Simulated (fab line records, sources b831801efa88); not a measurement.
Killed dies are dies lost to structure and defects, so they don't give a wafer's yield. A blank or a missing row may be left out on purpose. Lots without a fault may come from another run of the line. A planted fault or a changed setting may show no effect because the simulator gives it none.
Chamber matching | flow gf180mcu | GF_STI_CMP_25 on cmp-02: 4 sister chambers
The step polishes, stops on Si3N4, t overpolish 33 s, target thk 524.6 nm. 8 wafers are shown with their chamber, then 8 later ones without.

WAFERS WITH THEIR CHAMBER
wafer  | chamber | motor_current_A (A) | overpolish_run_s (s)
L752.1 | 1       | 11.8                | 32.982
L752.6 | 0       | 12.3                | 32.997
L757.2 | 2       | 10.6                | 33.007
L757.6 | 0       | 12.2                | 32.982
L758.2 | 1       | 12.5                | 32.975
L758.5 | 3       | 9.5                 | 32.998
L758.6 | 2       | 9.8                 | 33.002
L762.1 | 3       | 9.0                 | 33.008

WAFERS WITHOUT THEIR CHAMBER
wafer  | motor_current_A (A) | overpolish_run_s (s)
L762.4 | 12.3                | 33.015
L762.6 | 11.6                | 33.003
L767.3 | 12.1                | 32.998
L767.4 | 12.3                | 32.980
L767.5 | 10.4                | 33.005
L770.2 | 12.2                | 33.013
L770.3 | 9.3                 | 32.990
L770.5 | 9.1                 | 32.994

WHICH CHAMBER EACH WENT THROUGH
wafer  | from the rows above          | in truth
L762.4 | can't be placed: 0 or 1 or 2 | 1
L762.6 | can't be placed: 0 or 2 or 1 | 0
L767.3 | can't be placed: 0 or 1      | 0
L767.4 | can't be placed: 1 or 0      | 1
L767.5 | 2                            | 2
L770.2 | can't be placed: 0 or 1 or 2 | 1
L770.3 | can't be placed: 3 or 2      | 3
L770.5 | can't be placed: 3 or 2      | 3
Placed correctly: 1 of 8. Can't be placed from these rows: 7 (the true chamber is among the candidates in 7). Placed wrongly: 0.
How it was worked out, from the rows above alone: a wafer's distance from a chamber is the root of the sum, over the readings, of the square of ((its reading less the chamber's mean) divided by the reading's scatter). The wafer belongs to the nearest chamber; if the next one is less than 2 further off, it can't be placed. A chamber's mean is the mean of its shown wafers. The scatter: the root of (the sum of the squares of (reading less its chamber's mean) over the shown wafers, divided by (wafers less chambers)).
